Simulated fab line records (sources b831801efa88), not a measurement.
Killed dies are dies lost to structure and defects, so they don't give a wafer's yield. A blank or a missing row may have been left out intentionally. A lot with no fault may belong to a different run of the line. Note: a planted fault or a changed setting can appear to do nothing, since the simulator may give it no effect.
Which of the tools did it? || flow sky130 || 38 wafers from 13 lots sampled at 3 of the route's 708 steps

WHAT THE GAUGES READ, wafer by wafer
The record lacks any reading of a measuring or inspecting step that a usual standard deviation could be used to judge.

WHAT TOOL EACH LOT RAN ON (gives the tool, then ch and the chambers of the sampled wafers, and finally the start)
{"lot": "L279", "SKY_METAL5_METAL_ETCH_15": "rie-metal-01 ch 1, day 45 09:18", "SKY_METAL5_STRIP_16": "plasma-asher-02 ch 0,1, day 45 09:46", "SKY_PAD_OPEN_PROBE_99": "prober-02, day 47 08:09"}
{"lot": "L281", "SKY_METAL5_METAL_ETCH_15": "rie-metal-02 ch 0,1, day 45 17:03", "SKY_METAL5_STRIP_16": "plasma-asher-04 ch 0,1, day 45 17:14", "SKY_PAD_OPEN_PROBE_99": "-"}
{"lot": "L280", "SKY_METAL5_METAL_ETCH_15": "rie-metal-04 ch 0,1, day 45 17:56", "SKY_METAL5_STRIP_16": "plasma-asher-02 ch 1, day 45 18:10", "SKY_PAD_OPEN_PROBE_99": "prober-02, day 47 16:17"}
{"lot": "L283", "SKY_METAL5_METAL_ETCH_15": "rie-metal-01 ch 1, day 46 08:39", "SKY_METAL5_STRIP_16": "plasma-asher-02 ch 0,1, day 46 09:07", "SKY_PAD_OPEN_PROBE_99": "prober-02, day 48 05:19"}
{"lot": "L284", "SKY_METAL5_METAL_ETCH_15": "rie-metal-02 ch 0,1, day 46 14:46", "SKY_METAL5_STRIP_16": "plasma-asher-04 ch 0,1, day 46 14:57", "SKY_PAD_OPEN_PROBE_99": "-"}
{"lot": "L285", "SKY_METAL5_METAL_ETCH_15": "rie-metal-02 ch 0,1, day 46 19:38", "SKY_METAL5_STRIP_16": "plasma-asher-01 ch 0,1, day 46 19:52", "SKY_PAD_OPEN_PROBE_99": "-"}
{"lot": "L286", "SKY_METAL5_METAL_ETCH_15": "rie-metal-04 ch 0,1, day 47 04:44", "SKY_METAL5_STRIP_16": "plasma-asher-02 ch 0,1, day 47 04:58", "SKY_PAD_OPEN_PROBE_99": "prober-01, day 49 01:08"}
{"lot": "L287", "SKY_METAL5_METAL_ETCH_15": "rie-metal-04 ch 0,1, day 47 17:05", "SKY_METAL5_STRIP_16": "plasma-asher-04 ch 0,1, day 47 17:16", "SKY_PAD_OPEN_PROBE_99": "prober-02, day 49 12:27"}
{"lot": "L290", "SKY_METAL5_METAL_ETCH_15": "rie-metal-02 ch 0,1, day 48 11:11", "SKY_METAL5_STRIP_16": "plasma-asher-02 ch 0,1, day 48 11:22", "SKY_PAD_OPEN_PROBE_99": "-"}
{"lot": "L293", "SKY_METAL5_METAL_ETCH_15": "rie-metal-01 ch 0,1, day 49 07:53", "SKY_METAL5_STRIP_16": "plasma-asher-04 ch 0,1, day 49 08:04", "SKY_PAD_OPEN_PROBE_99": "prober-01, day 51 01:16"}
{"lot": "L298", "SKY_METAL5_METAL_ETCH_15": "rie-metal-02 ch 0,1, day 50 04:17", "SKY_METAL5_STRIP_16": "plasma-asher-01 ch 0,1, day 50 04:31", "SKY_PAD_OPEN_PROBE_99": "prober-02, day 51 18:19"}
{"lot": "L299", "SKY_METAL5_METAL_ETCH_15": "rie-metal-04 ch 0,1, day 50 04:56", "SKY_METAL5_STRIP_16": "plasma-asher-01 ch 0,1, day 50 05:10", "SKY_PAD_OPEN_PROBE_99": "prober-01, day 51 19:33"}
{"lot": "L300", "SKY_METAL5_METAL_ETCH_15": "rie-metal-02 ch 0, day 50 10:03", "SKY_METAL5_STRIP_16": "plasma-asher-04 ch 0,1, day 50 10:19", "SKY_PAD_OPEN_PROBE_99": "-"}
- SKY_METAL5_METAL_ETCH_15: etches the open film in Cl2/BCl3, stops on SiO2, target depth 1260 nm, time 252 s.
- SKY_METAL5_STRIP_16: strips in O2/N2.
- SKY_PAD_OPEN_PROBE_99

AS READ BY THE TOOLS THEMSELVES (means over the sampled wafers that have a number; for cases with no such wafer, the mark the record gives instead)
SKY_METAL5_METAL_ETCH_15.
{"lot": "L279", "tool": "rie-metal-01", "drypump-motor-current-A (A)": 5.3, "oes-product-au (a.u.)": 0.895, "run-length-s (s)": 280.1, "throttle-valve-pct (%)": 22.257}
{"lot": "L281", "tool": "rie-metal-02", "drypump-motor-current-A (A)": 5.9, "oes-product-au (a.u.)": 0.893, "run-length-s (s)": 279.8, "throttle-valve-pct (%)": 22.269}
{"lot": "L280", "tool": "rie-metal-04", "drypump-motor-current-A (A)": 5.4, "oes-product-au (a.u.)": 0.895, "run-length-s (s)": 280.3, "throttle-valve-pct (%)": 22.259}
{"lot": "L283", "tool": "rie-metal-01", "drypump-motor-current-A (A)": 5.3, "oes-product-au (a.u.)": 0.894, "run-length-s (s)": 280.2, "throttle-valve-pct (%)": 22.264}
{"lot": "L284", "tool": "rie-metal-02", "drypump-motor-current-A (A)": 5.9, "oes-product-au (a.u.)": 0.895, "run-length-s (s)": 280.1, "throttle-valve-pct (%)": 22.269}
{"lot": "L285", "tool": "rie-metal-02", "drypump-motor-current-A (A)": 6.0, "oes-product-au (a.u.)": 0.891, "run-length-s (s)": 280.0, "throttle-valve-pct (%)": 22.268}
{"lot": "L286", "tool": "rie-metal-04", "drypump-motor-current-A (A)": 5.4, "oes-product-au (a.u.)": 0.890, "run-length-s (s)": 280.3, "throttle-valve-pct (%)": 22.267}
{"lot": "L287", "tool": "rie-metal-04", "drypump-motor-current-A (A)": 5.4, "oes-product-au (a.u.)": 0.896, "run-length-s (s)": 280.1, "throttle-valve-pct (%)": 22.268}
{"lot": "L290", "tool": "rie-metal-02", "drypump-motor-current-A (A)": 5.8, "oes-product-au (a.u.)": 0.897, "run-length-s (s)": 280.2, "throttle-valve-pct (%)": 22.265}
{"lot": "L293", "tool": "rie-metal-01", "drypump-motor-current-A (A)": 5.8, "oes-product-au (a.u.)": 0.931, "run-length-s (s)": 252.3, "throttle-valve-pct (%)": 22.272}
{"lot": "L298", "tool": "rie-metal-02", "drypump-motor-current-A (A)": 5.8, "oes-product-au (a.u.)": 0.890, "run-length-s (s)": 280.2, "throttle-valve-pct (%)": 22.267}
{"lot": "L299", "tool": "rie-metal-04", "drypump-motor-current-A (A)": 5.4, "oes-product-au (a.u.)": 0.899, "run-length-s (s)": 280.2, "throttle-valve-pct (%)": 22.268}
{"lot": "L300", "tool": "rie-metal-02", "drypump-motor-current-A (A)": 6.1, "oes-product-au (a.u.)": 0.897, "run-length-s (s)": 279.8, "throttle-valve-pct (%)": 22.258}

SKY_METAL5_STRIP_16.
{"lot": "L279", "tool": "plasma-asher-02", "drypump-motor-current-A (A)": 5.2, "o2-flow-sccm (sccm)": 3006, "oes-product-au (a.u.)": 0.713, "strip-time-to-endpoint-s (s)": 13.05}
{"lot": "L281", "tool": "plasma-asher-04", "drypump-motor-current-A (A)": 6.3, "o2-flow-sccm (sccm)": 3002, "oes-product-au (a.u.)": 0.708, "strip-time-to-endpoint-s (s)": 13.07}
{"lot": "L280", "tool": "plasma-asher-02", "drypump-motor-current-A (A)": 4.8, "o2-flow-sccm (sccm)": 2993, "oes-product-au (a.u.)": 0.710, "strip-time-to-endpoint-s (s)": 13.12}
{"lot": "L283", "tool": "plasma-asher-02", "drypump-motor-current-A (A)": 5.2, "o2-flow-sccm (sccm)": 3002, "oes-product-au (a.u.)": 0.715, "strip-time-to-endpoint-s (s)": 12.99}
{"lot": "L284", "tool": "plasma-asher-04", "drypump-motor-current-A (A)": 6.3, "o2-flow-sccm (sccm)": 3000, "oes-product-au (a.u.)": 0.715, "strip-time-to-endpoint-s (s)": 13.11}
{"lot": "L285", "tool": "plasma-asher-01", "drypump-motor-current-A (A)": 5.9, "o2-flow-sccm (sccm)": 2988, "oes-product-au (a.u.)": 0.710, "strip-time-to-endpoint-s (s)": 13.20}
{"lot": "L286", "tool": "plasma-asher-02", "drypump-motor-current-A (A)": 5.7, "o2-flow-sccm (sccm)": 2995, "oes-product-au (a.u.)": 0.712, "strip-time-to-endpoint-s (s)": 13.02}
{"lot": "L287", "tool": "plasma-asher-04", "drypump-motor-current-A (A)": 6.3, "o2-flow-sccm (sccm)": 2997, "oes-product-au (a.u.)": 0.714, "strip-time-to-endpoint-s (s)": 13.14}
{"lot": "L290", "tool": "plasma-asher-02", "drypump-motor-current-A (A)": 5.2, "o2-flow-sccm (sccm)": 3000, "oes-product-au (a.u.)": 0.709, "strip-time-to-endpoint-s (s)": 13.07}
{"lot": "L293", "tool": "plasma-asher-04", "drypump-motor-current-A (A)": 6.2, "o2-flow-sccm (sccm)": 2998, "oes-product-au (a.u.)": 0.718, "strip-time-to-endpoint-s (s)": 14.04}
{"lot": "L298", "tool": "plasma-asher-01", "drypump-motor-current-A (A)": 5.7, "o2-flow-sccm (sccm)": 3002, "oes-product-au (a.u.)": 0.711, "strip-time-to-endpoint-s (s)": 13.18}
{"lot": "L299", "tool": "plasma-asher-01", "drypump-motor-current-A (A)": 5.7, "o2-flow-sccm (sccm)": 2998, "oes-product-au (a.u.)": 0.714, "strip-time-to-endpoint-s (s)": 13.05}
{"lot": "L300", "tool": "plasma-asher-04", "drypump-motor-current-A (A)": 6.3, "o2-flow-sccm (sccm)": 2986, "oes-product-au (a.u.)": 0.715, "strip-time-to-endpoint-s (s)": 13.14}

SKY_PAD_OPEN_PROBE_99.
{"lot": "L279", "tool": "prober-02", "defect-limited-yield (%)": 83.5, "killed_at_M0_to_M3": 38, "killed_at_M4_up": 2.7, "killed-at-contacts": 25, "killed-at-front-end": 16, "killed-at-other": 0.0, "killed-dies": 81, "killed-on-rim": 19, "killed-open": 44, "killed-short": 37, "sort_bin_3_pad_short (%)": 0.8, "sort_bin_5_function (%)": 8.8, "sort_bin_6_memory (%)": 6.9, "sort-n-pass": 411, "sort-yield-pct (%)": 83.5}
{"lot": "L280", "tool": "prober-02", "defect-limited-yield (%)": 82.4, "killed_at_M0_to_M3": 44, "killed_at_M4_up": 3.7, "killed-at-contacts": 23, "killed-at-front-end": 16, "killed-at-other": 0.0, "killed-dies": 86, "killed-on-rim": 12, "killed-open": 49, "killed-short": 37, "sort_bin_3_pad_short (%)": 0.7, "sort_bin_5_function (%)": 10.2, "sort_bin_6_memory (%)": 6.6, "sort-n-pass": 406, "sort-yield-pct (%)": 82.4}
{"lot": "L283", "tool": "prober-02", "defect-limited-yield (%)": 82.7, "killed_at_M0_to_M3": 46, "killed_at_M4_up": 3.0, "killed-at-contacts": 23, "killed-at-front-end": 13, "killed-at-other": 0.3, "killed-dies": 85, "killed-on-rim": 17, "killed-open": 47, "killed-short": 37, "sort_bin_3_pad_short (%)": 0.7, "sort_bin_5_function (%)": 10.4, "sort_bin_6_memory (%)": 6.2, "sort-n-pass": 407, "sort-yield-pct (%)": 82.7}
{"lot": "L286", "tool": "prober-01", "defect-limited-yield (%)": 82.4, "killed_at_M0_to_M3": 43, "killed_at_M4_up": 2.3, "killed-at-contacts": 23, "killed-at-front-end": 17, "killed-at-other": 0.7, "killed-dies": 86, "killed-on-rim": 19, "killed-open": 47, "killed-short": 38, "sort_bin_3_pad_short (%)": 0.8, "sort_bin_5_function (%)": 10.5, "sort_bin_6_memory (%)": 6.2, "sort-n-pass": 406, "sort-yield-pct (%)": 82.4}
{"lot": "L287", "tool": "prober-02", "defect-limited-yield (%)": 82.5, "killed_at_M0_to_M3": 43, "killed_at_M4_up": 4.3, "killed-at-contacts": 20, "killed-at-front-end": 18, "killed-at-other": 0.0, "killed-dies": 86, "killed-on-rim": 18, "killed-open": 47, "killed-short": 39, "sort_bin_3_pad_short (%)": 0.8, "sort_bin_5_function (%)": 10.4, "sort_bin_6_memory (%)": 6.2, "sort-n-pass": 406, "sort-yield-pct (%)": 82.5}
{"lot": "L293", "tool": "prober-01", "defect-limited-yield (%)": 41.5, "killed_at_M0_to_M3": 44, "killed_at_M4_up": 205.0, "killed-at-contacts": 22, "killed-at-front-end": 17, "killed-at-other": 1.0, "killed-dies": 288, "killed-on-rim": 55, "killed-open": 44, "killed-short": 41, "sort_bin_3_pad_short (%)": 1.1, "sort_bin_5_function (%)": 51.0, "sort_bin_6_memory (%)": 6.4, "sort-n-pass": 204, "sort-yield-pct (%)": 41.5}
{"lot": "L298", "tool": "prober-02", "defect-limited-yield (%)": 83.4, "killed_at_M0_to_M3": 42, "killed_at_M4_up": 2.7, "killed-at-contacts": 22, "killed-at-front-end": 14, "killed-at-other": 0.0, "killed-dies": 81, "killed-on-rim": 13, "killed-open": 45, "killed-short": 36, "sort_bin_3_pad_short (%)": 0.9, "sort_bin_5_function (%)": 9.0, "sort_bin_6_memory (%)": 6.6, "sort-n-pass": 411, "sort-yield-pct (%)": 83.4}
{"lot": "L299", "tool": "prober-01", "defect-limited-yield (%)": 81.0, "killed_at_M0_to_M3": 51, "killed_at_M4_up": 3.7, "killed-at-contacts": 26, "killed-at-front-end": 12, "killed-at-other": 0.7, "killed-dies": 94, "killed-on-rim": 18, "killed-open": 53, "killed-short": 40, "sort_bin_3_pad_short (%)": 1.1, "sort_bin_5_function (%)": 10.8, "sort_bin_6_memory (%)": 7.1, "sort-n-pass": 398, "sort-yield-pct (%)": 81.0}

THE ANSWER, worked out from the rows above alone
Rule: the lots themselves supply what counts as usual. The widest of any qualifying gaps counts: lots, ordered by their means at a reading, are off when they make up no more than a third of the lots, leave a main group of 4 or more, and stand apart from it by 3 or more times the standard deviation of that group's means. A main group is skipped when, at the precision printed for the reading in the tables above, its means are all equal. A lot without any number at a reading at which 4 lots or more have one is off too. All remaining lots with rows at the step are treated as sound. After the gauges, taken in route order, come the tools' own readings; for these a lot's mean is taken, as printed above. At the first step where some lot is off, the reading lying furthest off is the one used; lots without a number count as furthest.
Off: L293 (SKY_METAL5_METAL_ETCH_15, run-length-s). The main group has a mean of 280.1 s with a standard deviation of 0.16.
A tool fits if, at that step or a process step before it, it ran every lot that is off, and no sound lot after the first of them. One fits: rie-metal-01 at SKY_METAL5_METAL_ETCH_15. A fault onset in the window from L283 (day 46 08:39, its last sound lot) to L293 (day 49 07:53, its first lot off) fits.
The tool's own readings at SKY_METAL5_METAL_ETCH_15 bear it out: on the lots that are off they differ by more than 5 times the standard deviation of the sound lots' means. oes-product-au reads 0.931 a.u. there against 0.894 a.u. on the sound lots; run-length-s reads 252.3 s there against 280.1 s on the sound lots.

WHAT THE SIMULATOR PUT IN
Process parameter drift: rie-metal-01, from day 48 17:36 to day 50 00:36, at SKY_METAL5_METAL_ETCH_15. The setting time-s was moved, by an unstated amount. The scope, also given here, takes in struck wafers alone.
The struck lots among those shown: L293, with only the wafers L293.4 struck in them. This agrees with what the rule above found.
